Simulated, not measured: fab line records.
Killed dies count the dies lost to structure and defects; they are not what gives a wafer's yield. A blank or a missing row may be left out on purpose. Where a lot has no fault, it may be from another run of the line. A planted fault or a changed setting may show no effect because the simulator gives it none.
fab line records ; flow gf180mcu
[record] lots = 7; wafers = 21; lastDay = 34
route steps=602 shown HV_LDD@198
lots with no fault: from the same line, run without faults
startH: the number of hours between the record's first day and the start of the first shown wafer of the lot ; waitH: time in hours since the lot's previous step ; " as in the row above ; L1.1+2: a single row standing in for several wafers ; - no value, or no start was given ; * or withheld: withheld ; < > ~ a bound
route shown NAME@n: NAME is a module with steps in the file, n the number in the route of the first one ; usual: mean/standard deviation taken from wafers without a fault ; same: alike in all rows ; chamber/n: place in a boat ; sites: the reading at each site ; _std_site: their standard deviation ; _edge_site: mean of outer sites minus mean of inner sites ; radiusMm: how far each site lies from the wafer's centre ; mask NAME#n: copy n ; behind: tool/chamber where the wafer was last shaped ; hold: what put the lot on hold/how long, in hours/how the hold closed ; device: which transistor (n, p or np) failed to switch ; end of line: tests run on the same wafers once the route is complete ; a step without rows: its recipe alone ; killed: at the first sort, the dies lost to defects and structure; wafer yield is something else ; map: shows each die of a wafer: x if killed, . if not, _ if none is there
set.NAME: the setting that was run; set.NAME@STEP: the one run at that earlier step ; model.NAME: the simulator's own value behind a step, which no gauge read
lots at some steps of the route; a table a step, a row a wafer
services: a tool's chamber out of use, with start hour (startH, from the record's first day; less than 0 if before it), hours out, and reason
[[steps]]
[step GF_HV_LDD_STRIP_22]
[recipe] chemistry = O2/N2; powerW = 1400; pressureMtorr = 1500; platenTempC = 250; o2FlowSccm = 3000; n2FlowSccm = 300; overashFraction = 0.5
[usual] drypumpMotorCurrentA = 5.8/0.53; heaterPowerW = 352/26; oesProductAu = 0.716/0.0047; stripTimeToEndpointS = 12.62/0.037
lot.wafer;tool;chamber;startH;waitH;drypumpMotorCurrentA;heaterPowerW;oesProductAu;rfHoursCounterH;stripTimeToEndpointS
L306.3;plasmaAsher-01;1;257.22;0.1;5.8;381;0.715;-;12.64
L306.4;plasmaAsher-01;0;257.22;0.1;5.3;307;0.711;-;12.63
L306.5;plasmaAsher-01;0;257.22;0.1;5.3;306;0.724;-;12.61
L313.1;plasmaAsher-03;1;313.67;0.1;5.4;364;0.711;72;12.55
L313.2;plasmaAsher-03;0;313.67;0.1;6.2;375;0.714;72;12.49
L313.5;plasmaAsher-03;1;313.67;0.1;5.4;368;0.713;-;12.56
L314.2;plasmaAsher-03;1;319.70;0.1;5.3;374;0.717;73;12.55
L314.3;plasmaAsher-03;0;319.70;0.1;6.2;378;0.714;-;12.55
L314.4;plasmaAsher-03;1;319.70;0.1;5.3;369;0.716;-;12.58
L315.2;plasmaAsher-02;1;333.31;0.1;5.6;334;0.729;20;12.63
L315.3;plasmaAsher-02;1;333.31;0.1;5.6;337;0.719;-;12.62
L315.5;plasmaAsher-02;0;333.31;0.1;6.8;342;0.722;-;12.60
L316.2;plasmaAsher-01;1;336.14;0.1;5.8;372;0.719;67;12.60
L316.4;plasmaAsher-01;1;336.14;0.1;5.7;375;0.716;-;12.60
L316.5;plasmaAsher-01;1;336.14;0.1;5.8;374;0.708;-;12.59
L317.1;plasmaAsher-03;1;343.20;0.1;5.3;369;0.716;76;12.60
L317.3;plasmaAsher-03;1;343.20;0.1;5.4;366;0.712;-;12.56
L317.5;plasmaAsher-03;0;343.20;0.1;6.2;372;0.717;-;12.56
L326.1;plasmaAsher-01;1;408.74;0.1;5.7;381;0.719;75;12.66
L326.2;plasmaAsher-01;0;408.74;0.1;5.3;316;0.719;75;12.64
L326.6;plasmaAsher-01;1;408.74;0.1;5.7;377;0.708;-;12.65
[step GF_HV_LDD_TW_MEAS_23]
[usual] HV_LDD_2_TW = 1054/5.4
lot.wafer;tool;chamber;startH;waitH;HV_LDD_2_TW
L306.3;filmMetro-04;-;257.31;0.1;1059
L306.4;filmMetro-04;-;257.31;0.1;1056
L306.5;filmMetro-04;-;257.31;0.1;1057
L313.1;filmMetro-03;-;313.77;0.1;1052
L313.2;filmMetro-03;-;313.77;0.1;1047
L313.5;filmMetro-03;-;313.77;0.1;1052
L314.2;filmMetro-04;-;319.81;0.1;1057
L314.3;filmMetro-04;-;319.81;0.1;1060
L314.4;filmMetro-04;-;319.81;0.1;1060
L315.2;filmMetro-01;-;333.42;0.1;1054
L315.3;filmMetro-01;-;333.42;0.1;1053
L315.5;filmMetro-01;-;333.42;0.1;1053
L316.2;filmMetro-01;-;336.25;0.1;1058
L316.4;filmMetro-01;-;336.25;0.1;1054
L316.5;filmMetro-01;-;336.25;0.1;1054
L317.1;filmMetro-03;-;343.30;0.1;1053
L317.3;filmMetro-03;-;343.30;0.1;1058
L317.5;filmMetro-03;-;343.30;0.1;1058
L326.1;filmMetro-04;-;408.91;0.1;1064
L326.2;filmMetro-04;-;408.91;0.1;1065
L326.6;filmMetro-04;-;408.91;0.1;1064
[step GF_HV_LDD_DEHYDRATE_24]
[recipe] tempC = 200; timeS = 60
[step GF_HV_LDD_HMDS_25]
[recipe] primeTimeS = 60; primeTempC = 120
[step GF_HV_LDD_COAT_26]
[recipe] resist = NOVOLAK; spinRpm = 3000; resistThkNm = 1000
[step GF_HV_LDD_SOFTBAKE_27]
[recipe] tempC = 90; timeS = 60; resist = NOVOLAK
[step GF_HV_LDD_EXPOSE_28]
[recipe] maskId = Nplus_HV_AREA; targetCdNm = 400; na = 0.6; sourceShape = conventional; sigmaOuter = 0.6; doseMj = 140
[step GF_HV_LDD_PEB_29]
[recipe] tempC = withheld; timeS = *; resist = NOVOLAK
[step GF_HV_LDD_DEVELOP_30]
[recipe] developTimeS = 60; devTempC = 23
[step GF_HV_LDD_CD_MEAS_31]
[recipe] targetCdNm = 400
[usual] cdNm = 400.0/2
lot.wafer;tool;chamber;startH;waitH;cdNm
L306.3;cdSem-01;-;276.74;0.1;394.8
L306.4;cdSem-01;-;276.74;0.1;396.9
L306.5;cdSem-01;-;276.74;0.1;397.0
L313.1;cdSem-01;-;334.58;0.1;397.7
L313.2;cdSem-01;-;334.58;0.1;397.9
L313.5;cdSem-01;-;334.58;0.1;399.8
L314.2;cdSem-02;-;338.81;0.1;400.0
L314.3;cdSem-02;-;338.81;0.1;400.9
L314.4;cdSem-02;-;338.81;0.1;400.0
L315.2;cdSem-02;-;354.51;0.1;402.7
L315.3;cdSem-02;-;354.51;0.1;402.3
L315.5;cdSem-02;-;354.51;0.1;402.2
L316.2;cdSem-01;-;358.07;0.1;398.6
L316.4;cdSem-01;-;358.07;0.1;398.4
L316.5;cdSem-01;-;358.07;0.1;400.8
L317.1;cdSem-01;-;364.30;0.1;401.4
L317.3;cdSem-01;-;364.30;0.1;401.3
L317.5;cdSem-01;-;364.30;0.1;401.0
L326.1;cdSem-02;-;432.50;0.1;402.6
L326.2;cdSem-02;-;432.50;0.1;402.8
L326.6;cdSem-02;-;432.50;0.1;402.1
[step GF_HV_LDD_OVL_MEAS_32]
[usual] HV_LDD_02_OVL = 0.5/1.5
lot.wafer;tool;chamber;startH;waitH;HV_LDD_02_OVL[nm]
L306.3;overlay-01;-;276.83;0.1;-2.0
L306.4;overlay-01;-;276.83;0.1;-1.1
L306.5;overlay-01;-;276.83;0.1;-0.9
L313.1;overlay-02;-;334.70;0.1;0.7
L313.2;overlay-02;-;334.70;0.1;0.2
L313.5;overlay-02;-;334.70;0.1;-0.2
L314.2;overlay-01;-;338.92;0.1;-2.1
L314.3;overlay-01;-;338.92;0.1;-0.8
L314.4;overlay-01;-;338.92;0.1;-2.3
L315.2;overlay-01;-;354.62;0.1;0.5
L315.3;overlay-01;-;354.62;0.1;0.9
L315.5;overlay-01;-;354.62;0.1;2.1
L316.2;overlay-02;-;358.17;0.1;-0.2
L316.4;overlay-02;-;358.17;0.1;-0.1
L316.5;overlay-02;-;358.17;0.1;0.8
L317.1;overlay-02;-;364.42;0.1;1.3
L317.3;overlay-02;-;364.42;0.1;1.1
L317.5;overlay-02;-;364.42;0.1;1.2
L326.1;overlay-01;-;432.62;0.1;-0.3
L326.2;overlay-01;-;432.62;0.1;1.1
L326.6;overlay-01;-;432.62;0.1;0.4
[step GF_HV_LDD_IMPLANT_33]
[recipe] species = P; energyKev = 60; doseCm2 = 7.5e+12; tiltDeg = 30; rotationDeg = 0
[step GF_HV_LDD_IMPLANT_34]
[recipe] species = P; energyKev = 60; doseCm2 = 7.5e+12; tiltDeg = 30; rotationDeg = 90
[usual] beamEnergyKeV = 59.999/0.018; beamOnS = 9.97/0.19
lot.wafer;tool;chamber;startH;waitH;beamEnergyKeV;beamOnS
L306.3;implanter-04;0;277.06;0.1;59.994;9.83
L306.4;implanter-04;0;277.06;0.1;59.996;10.06
L306.5;implanter-04;0;277.06;0.1;59.975;10.04
L313.1;implanter-01;0;334.89;0.1;60.014;10.35
L313.2;implanter-01;0;334.89;0.1;59.999;9.82
L313.5;implanter-01;0;334.89;0.1;59.993;10.07
L314.2;implanter-01;-;339.12;0.1;-;-
L314.3;implanter-01;-;339.12;0.1;-;-
L314.4;implanter-01;-;339.12;0.1;-;-
L315.2;implanter-04;-;354.82;0.1;-;-
L315.3;implanter-04;-;354.82;0.1;-;-
L315.5;implanter-04;-;354.82;0.1;-;-
L316.2;implanter-04;-;358.38;0.1;-;-
L316.4;implanter-04;-;358.38;0.1;-;-
L316.5;implanter-04;-;358.38;0.1;-;-
L317.1;implanter-04;0;364.60;0.1;59.990;9.68
L317.3;implanter-04;0;364.60;0.1;60.031;9.75
L317.5;implanter-04;0;364.60;0.1;60.026;9.68
L326.1;implanter-01;0;432.80;0.1;59.960;9.94
L326.2;implanter-01;0;432.80;0.1;59.997;10.19
L326.6;implanter-01;0;432.80;0.1;60.001;10.13
[step GF_HV_LDD_IMPLANT_35]
[recipe] species = P; energyKev = 60; doseCm2 = 7.5e+12; tiltDeg = 30; rotationDeg = 180
[step GF_HV_LDD_IMPLANT_36]
[recipe] species = P; energyKev = 60; doseCm2 = 7.5e+12; tiltDeg = 30; rotationDeg = 270
[step GF_HV_LDD_STRIP_37]
[recipe] chemistry = O2/N2; powerW = 1400; pressureMtorr = 1500; platenTempC = 250; o2FlowSccm = 3000; n2FlowSccm = 300; overashFraction = 0.5
[usual] drypumpMotorCurrentA = 5.8/0.52; heaterPowerW = 351/28; oesProductAu = 0.716/0.0043; stripTimeToEndpointS = 12.62/0.034
lot.wafer;tool;chamber;startH;waitH;drypumpMotorCurrentA;heaterPowerW;oesProductAu;rfHoursCounterH;stripTimeToEndpointS
L306.3;plasmaAsher-02;0;277.49;0.1;6.8;334;0.712;-;12.66
L306.4;plasmaAsher-02;1;277.49;0.1;5.6;331;0.718;-;12.62
L306.5;plasmaAsher-02;0;277.49;0.1;6.8;336;0.719;-;12.66
L313.1;plasmaAsher-03;1;335.34;0.1;5.3;369;0.710;75;12.64
L313.2;plasmaAsher-03;0;335.34;0.1;6.2;369;0.717;75;12.61
L313.5;plasmaAsher-03;0;335.34;0.1;6.3;377;0.706;-;12.59
L314.2;plasmaAsher-03;1;339.55;0.1;5.3;375;0.709;75;12.66
L314.3;plasmaAsher-03;0;339.55;0.1;6.2;378;0.721;-;12.62
L314.4;plasmaAsher-03;1;339.55;0.1;5.3;358;0.716;-;12.64
L315.2;plasmaAsher-01;0;355.25;0.1;5.3;319;0.725;69;12.63
L315.3;plasmaAsher-01;0;355.25;0.1;5.3;313;0.718;-;12.63
L315.5;plasmaAsher-01;1;355.25;0.1;5.7;383;0.716;-;12.65
L316.2;plasmaAsher-01;1;358.80;0.1;5.8;387;0.717;69;12.65
L316.4;plasmaAsher-01;1;358.80;0.1;5.7;384;0.721;-;12.58
L316.5;plasmaAsher-01;0;358.80;0.1;5.3;312;0.713;-;12.65
L317.1;plasmaAsher-02;0;365.05;0.1;6.8;342;0.718;24;12.67
L317.3;plasmaAsher-02;0;365.05;0.1;6.9;335;0.719;-;12.62
L317.5;plasmaAsher-02;0;365.05;0.1;6.9;340;0.711;-;12.68
L326.1;plasmaAsher-02;0;433.25;0.1;6.8;333;0.713;31;12.62
L326.2;plasmaAsher-02;1;433.25;0.1;5.6;335;0.721;31;12.67
L326.6;plasmaAsher-02;0;433.25;0.1;6.8;340;0.719;-;12.65
[step GF_HV_LDD_TW_MEAS_38]
[usual] HV_LDD_3_TW = 1436/7.1
lot.wafer;tool;chamber;startH;waitH;HV_LDD_3_TW
L306.3;filmMetro-03;-;277.58;0.1;1443
L306.4;filmMetro-03;-;277.58;0.1;1428
L306.5;filmMetro-03;-;277.58;0.1;1434
L313.1;filmMetro-01;-;335.44;0.1;1439
L313.2;filmMetro-01;-;335.44;0.1;1445
L313.5;filmMetro-01;-;335.44;0.1;1438
L314.2;filmMetro-01;-;339.66;0.1;1319
L314.3;filmMetro-01;-;339.66;0.1;1307
L314.4;filmMetro-01;-;339.66;0.1;1309
L315.2;filmMetro-01;-;355.36;0.1;1304
L315.3;filmMetro-01;-;355.36;0.1;1306
L315.5;filmMetro-01;-;355.36;0.1;1303
L316.2;filmMetro-01;-;358.91;0.1;1311
L316.4;filmMetro-01;-;358.91;0.1;1310
L316.5;filmMetro-01;-;358.91;0.1;1307
L317.1;filmMetro-01;-;365.15;0.1;1435
L317.3;filmMetro-01;-;365.15;0.1;1426
L317.5;filmMetro-01;-;365.15;0.1;1439
L326.1;filmMetro-04;-;433.35;0.1;1437
L326.2;filmMetro-04;-;433.35;0.1;1429
L326.6;filmMetro-04;-;433.35;0.1;1430
[step GF_HV_LDD_DEHYDRATE_39]
[recipe] tempC = 200; timeS = 60
[step GF_HV_LDD_HMDS_40]
[recipe] primeTimeS = 60; primeTempC = 120
[step GF_HV_LDD_COAT_41]
[recipe] resist = NOVOLAK; spinRpm = 3000; resistThkNm = 1000
[step GF_HV_LDD_SOFTBAKE_42]
[recipe] tempC = 90; timeS = 60; resist = NOVOLAK
[step GF_HV_LDD_EXPOSE_43]
[recipe] maskId = Pplus_HV_AREA; targetCdNm = 400; na = 0.6; sourceShape = conventional; sigmaOuter = 0.6; doseMj = 140
[step GF_HV_LDD_PEB_44]
[recipe] tempC = withheld; timeS = *; resist = NOVOLAK
[step GF_HV_LDD_DEVELOP_45]
[recipe] developTimeS = 60; devTempC = 23
[step GF_HV_LDD_CD_MEAS_46]
[recipe] targetCdNm = 400
[usual] cdNm = 400.2/2.3
lot.wafer;tool;chamber;startH;waitH;cdNm
L306.3;cdSem-01;-;297.27;0.1;400.5
L306.4;cdSem-01;-;297.27;0.1;400.7
L306.5;cdSem-01;-;297.27;0.1;400.6
L313.1;cdSem-01;-;357.14;0.1;396.5
L313.2;cdSem-01;-;357.14;0.1;398.2
L313.5;cdSem-01;-;357.14;0.1;398.3
L314.2;cdSem-02;-;361.25;0.1;399.9
L314.3;cdSem-02;-;361.25;0.1;399.4
L314.4;cdSem-02;-;361.25;0.1;398.5
L315.2;cdSem-02;-;377.50;0.1;398.3
L315.3;cdSem-02;-;377.50;0.1;396.8
L315.5;cdSem-02;-;377.50;0.1;399.6
L316.2;cdSem-02;-;380.75;0.1;396.6
L316.4;cdSem-02;-;380.75;0.1;399.6
L316.5;cdSem-02;-;380.75;0.1;398.9
L317.1;cdSem-01;-;386.49;0.1;401.3
L317.3;cdSem-01;-;386.49;0.1;402.1
L317.5;cdSem-01;-;386.49;0.1;401.0
L326.1;cdSem-01;-;457.05;0.1;402.1
L326.2;cdSem-01;-;457.05;0.1;403.8
L326.6;cdSem-01;-;457.05;0.1;403.0
[step GF_HV_LDD_OVL_MEAS_47]
[usual] HV_LDD_03_OVL = -0.3/1.4
lot.wafer;tool;chamber;startH;waitH;HV_LDD_03_OVL[nm]
L306.3;overlay-02;-;297.36;0.1;1.2
L306.4;overlay-02;-;297.36;0.1;0.8
L306.5;overlay-02;-;297.36;0.1;-0.2
L313.1;overlay-02;-;357.26;0.1;-2.1
L313.2;overlay-02;-;357.26;0.1;0.0
L313.5;overlay-02;-;357.26;0.1;-1.0
L314.2;overlay-02;-;361.36;0.1;0.7
L314.3;overlay-02;-;361.36;0.1;-1.2
L314.4;overlay-02;-;361.36;0.1;0.9
L315.2;overlay-02;-;377.61;0.1;-0.7
L315.3;overlay-02;-;377.61;0.1;0.5
L315.5;overlay-02;-;377.61;0.1;-0.4
L316.2;overlay-02;-;380.86;0.1;-0.9
L316.4;overlay-02;-;380.86;0.1;-2.1
L316.5;overlay-02;-;380.86;0.1;-0.3
L317.1;overlay-01;-;386.61;0.1;-2.6
L317.3;overlay-01;-;386.61;0.1;-2.4
L317.5;overlay-01;-;386.61;0.1;-1.1
L326.1;overlay-02;-;457.17;0.1;-0.4
L326.2;overlay-02;-;457.17;0.1;-1.0
L326.6;overlay-02;-;457.17;0.1;0.3
[step GF_HV_LDD_IMPLANT_48]
[recipe] species = B; energyKev = 25; doseCm2 = 3e+13; tiltDeg = 7
[step GF_HV_LDD_STRIP_49]
[recipe] chemistry = O2/N2; powerW = 1400; pressureMtorr = 1500; platenTempC = 250; o2FlowSccm = 3000; n2FlowSccm = 300; overashFraction = 0.5
[usual] drypumpMotorCurrentA = 5.8/0.51; heaterPowerW = 352/29; oesProductAu = 0.716/0.0043; stripTimeToEndpointS = 12.62/0.039
lot.wafer;tool;chamber;startH;waitH;drypumpMotorCurrentA;heaterPowerW;oesProductAu;rfHoursCounterH;stripTimeToEndpointS
L306.3;plasmaAsher-01;1;297.57;0.1;5.8;382;0.716;-;12.62
L306.4;plasmaAsher-01;0;297.57;0.1;5.3;318;0.710;-;12.60
L306.5;plasmaAsher-01;1;297.57;0.1;5.8;389;0.718;-;12.59
L313.1;plasmaAsher-02;0;357.45;0.1;6.8;335;0.720;23;12.63
L313.2;plasmaAsher-02;1;357.45;0.1;5.6;335;0.721;23;12.60
L313.5;plasmaAsher-02;0;357.45;0.1;6.8;330;0.725;-;12.63
L314.2;plasmaAsher-01;0;361.54;0.1;5.3;310;0.716;70;12.65
L314.3;plasmaAsher-01;1;361.54;0.1;5.7;393;0.716;-;12.60
L314.4;plasmaAsher-01;0;361.54;0.1;5.3;315;0.715;-;12.66
L315.2;plasmaAsher-02;1;377.79;0.1;5.6;333;0.717;25;12.59
L315.3;plasmaAsher-02;0;377.79;0.1;6.8;339;0.721;-;12.61
L315.5;plasmaAsher-02;0;377.79;0.1;6.8;337;0.715;-;12.63
L316.2;plasmaAsher-01;1;381.04;0.1;5.7;385;0.714;72;12.60
L316.4;plasmaAsher-01;0;381.04;0.1;5.3;310;0.717;-;12.57
L316.5;plasmaAsher-01;0;381.04;0.1;5.3;307;0.712;-;12.59
L317.1;plasmaAsher-02;1;386.80;0.1;5.6;337;0.711;26;12.58
L317.3;plasmaAsher-02;1;386.80;0.1;5.6;338;0.715;-;12.59
L317.5;plasmaAsher-02;1;386.80;0.1;5.6;326;0.714;-;12.58
L326.1;plasmaAsher-03;1;457.35;0.1;5.4;350;0.717;3;12.62
L326.2;plasmaAsher-03;0;457.35;0.1;6.3;385;0.723;3;12.59
L326.6;plasmaAsher-03;0;457.35;0.1;6.3;383;0.713;-;12.58
[step GF_HV_LDD_TW_MEAS_50]
[usual] HV_LDD_4_TW = 569/3.1
lot.wafer;tool;chamber;startH;waitH;HV_LDD_4_TW
L306.3;filmMetro-04;-;297.66;0.1;568
L306.4;filmMetro-04;-;297.66;0.1;569
L306.5;filmMetro-04;-;297.66;0.1;566
L313.1;filmMetro-01;-;357.55;0.1;567
L313.2;filmMetro-01;-;357.55;0.1;567
L313.5;filmMetro-01;-;357.55;0.1;569
L314.2;filmMetro-01;-;361.65;0.1;566
L314.3;filmMetro-01;-;361.65;0.1;569
L314.4;filmMetro-01;-;361.65;0.1;566
L315.2;filmMetro-04;-;377.90;0.1;573
L315.3;filmMetro-04;-;377.90;0.1;567
L315.5;filmMetro-04;-;377.90;0.1;571
L316.2;filmMetro-03;-;381.15;0.1;572
L316.4;filmMetro-03;-;381.15;0.1;573
L316.5;filmMetro-03;-;381.15;0.1;572
L317.1;filmMetro-03;-;386.90;0.1;564
L317.3;filmMetro-03;-;386.90;0.1;566
L317.5;filmMetro-03;-;386.90;0.1;566
L326.1;filmMetro-04;-;457.45;0.1;568
L326.2;filmMetro-04;-;457.45;0.1;569
L326.6;filmMetro-04;-;457.45;0.1;570
[step GF_HV_LDD_CLEAN_51]
[recipe] chemistry = SC1/SC2; mix = 1:4:20; tempC = 70; timeS = 150; dry = n2Spin
[step GF_HV_LDD_RTA_52]
[recipe] tempC = 1000; timeS = 10; ambient = N2
[usual] annealTempCMax = 1007.2/1.2; lampPowerPct = 29.3/2; wafer_temp_C_max = 1006.2/1.5
lot.wafer;tool;chamber;startH;waitH;annealTempCMax;lampPowerPct;wafer_temp_C_max
L306.3;rtpAnneal-01;0;297.77;0.0;1007.2;30.8;1005.9
L306.4;rtpAnneal-01;0;297.77;0.0;1007.7;30.8;1004.5
L306.5;rtpAnneal-01;0;297.77;0.0;1009.3;30.8;1005.4
L313.1;rtpAnneal-02;0;357.66;0.0;1007.1;26.8;1005.9
L313.2;rtpAnneal-02;0;357.66;0.0;1007.7;26.8;1006.5
L313.5;rtpAnneal-02;0;357.66;0.0;1005.6;26.7;1006.9
L314.2;rtpAnneal-02;0;361.76;0.0;1006.9;26.7;1009.9
L314.3;rtpAnneal-02;0;361.76;0.0;1007.2;26.8;1007.4
L314.4;rtpAnneal-02;0;361.76;0.0;1007.2;26.7;1009.7
L315.2;rtpAnneal-02;0;378.01;0.0;1006.5;26.8;1005.6
L315.3;rtpAnneal-02;0;378.01;0.0;1006.5;26.7;1007.0
L315.5;rtpAnneal-02;0;378.01;0.0;1007.6;26.8;1006.0
L316.2;rtpAnneal-02;0;381.26;0.0;1005.4;26.8;1008.3
L316.4;rtpAnneal-02;0;381.26;0.0;1010.0;26.8;1006.7
L316.5;rtpAnneal-02;0;381.26;0.0;1006.7;26.8;1007.9
L317.1;rtpAnneal-01;0;387.01;0.0;1006.8;30.9;1006.3
L317.3;rtpAnneal-01;0;387.01;0.0;1006.2;30.8;1005.2
L317.5;rtpAnneal-01;0;387.01;0.0;1009.1;30.8;1005.2
L326.1;rtpAnneal-02;0;457.56;0.0;1006.1;26.8;1009.6
L326.2;rtpAnneal-02;0;457.56;0.0;1007.5;26.8;1005.5
L326.6;rtpAnneal-02;0;457.56;0.0;1006.6;26.7;1008.0
[step GF_HV_LDD_RS_MEAS_53]
[recipe] thkMeasGauge = four-point-probe
[usual] HV_LDD_RS = 418.3/0.85
lot.wafer;tool;chamber;startH;waitH;HV_LDD_RS[ohm/sq]
L306.3;filmMetro-03;-;297.86;0.1;418.3
L306.4;filmMetro-03;-;297.86;0.1;419.1
L306.5;filmMetro-03;-;297.86;0.1;418.8
L313.1;filmMetro-03;-;357.72;0.1;419.0
L313.2;filmMetro-03;-;357.72;0.1;418.5
L313.5;filmMetro-03;-;357.72;0.1;418.5
L314.2;filmMetro-03;-;361.83;0.1;439.1
L314.3;filmMetro-03;-;361.83;0.1;439.5
L314.4;filmMetro-03;-;361.83;0.1;438.1
L315.2;filmMetro-03;-;378.08;0.1;438.9
L315.3;filmMetro-03;-;378.08;0.1;437.3
L315.5;filmMetro-03;-;378.08;0.1;439.3
L316.2;filmMetro-01;-;381.33;0.1;439.8
L316.4;filmMetro-01;-;381.33;0.1;440.2
L316.5;filmMetro-01;-;381.33;0.1;440.0
L317.1;filmMetro-04;-;387.07;0.1;420.0
L317.3;filmMetro-04;-;387.07;0.1;418.6
L317.5;filmMetro-04;-;387.07;0.1;419.0
L326.1;filmMetro-01;-;457.63;0.1;418.0
L326.2;filmMetro-01;-;457.63;0.1;418.3
L326.6;filmMetro-01;-;457.63;0.1;418.5
[step GF_HV_LDD_CVD_54]
[recipe] material = SiO2; targetThkNm = 10; precursor = TEOS; tempC = 680; timeS = 75; pressureMtorr = 400
[[services]]
tool;chamber;startH;hours;kind
implanter-01;-;237.43;2.6;repair
plasmaAsher-02;-;254.07;18.4;pm
implanter-04;-;261.58;1.9;repair
rtpAnneal-01;-;269.82;0.9;pm
implanter-04;-;275.60;1.1;repair
plasmaAsher-01;-;280.55;3.8;repair
plasmaAsher-02;-;295.26;9.8;repair
implanter-04;-;375.00;3.5;pm
implanter-01;-;394.93;29.3;pm
plasmaAsher-03;-;403.45;6.3;repair
plasmaAsher-03;-;403.84;0.4;repair
plasmaAsher-03;-;421.25;9.0;pm
plasmaAsher-03;0;421.25;9.0;ventCycle
plasmaAsher-03;1;421.25;9.0;ventCycle
plasmaAsher-03;0;430.25;-;clean
plasmaAsher-03;1;430.25;-;clean
plasmaAsher-02;-;444.09;0.9;repair
implanter-01;-;448.75;4.4;repair
[[key]]
[firstSign] step = GF_HV_LDD_IMPLANT_34; reading = toolRecord; direction = missing
[effect] step = GF_HV_LDD_TW_MEAS_38; reading = HV_LDD_3_TW; direction = down; sigmas = 18; usual = 1436; struck = 1308
[effect] step = GF_HV_LDD_RS_MEAS_53; reading = HV_LDD_RS; direction = up; sigmas = 25; usual = 418.3; struck = 439.1
metAt GF_HV_LDD_IMPLANT_34
struckWafers L314.2,L314.3,L314.4,L315.2,L315.3,L315.5,L316.2,L316.4,L316.5
laterRowsLeftOut L314.2,L314.3,L314.4,L315.2,L315.3,L315.5,L316.2,L316.4,L316.5
sortLeftOut L314.2,L314.3,L314.4,L315.2,L315.3,L315.5,L316.2,L316.4,L316.5
testerLeftOut L314,L315,L316
onsetBetween 334.89 339.12
[fault] kind = skippedStepWhole; tool = implanter-01,implanter-04; chamber = -; onsetH = 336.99; steps = GF_HV_LDD_IMPLANT_34; scope = struckLotsOnly
// testerLeftOut: of these lots the tester's yield and bins aren't shown, on N5 and GAA mostly nor the transistor test; their killed dies are dies lost to structure and defects alone, not to doping, threshold or leakage, so they don't give the yield
// sortLeftOut: the simulated sort isn't trusted on such a fault, so these wafers' sort isn't shown, and their yield isn't known
// laterRowsLeftOut: the simulator's readings of these wafers behind a module that went badly wrong aren't trusted and aren't shown, but for the sort
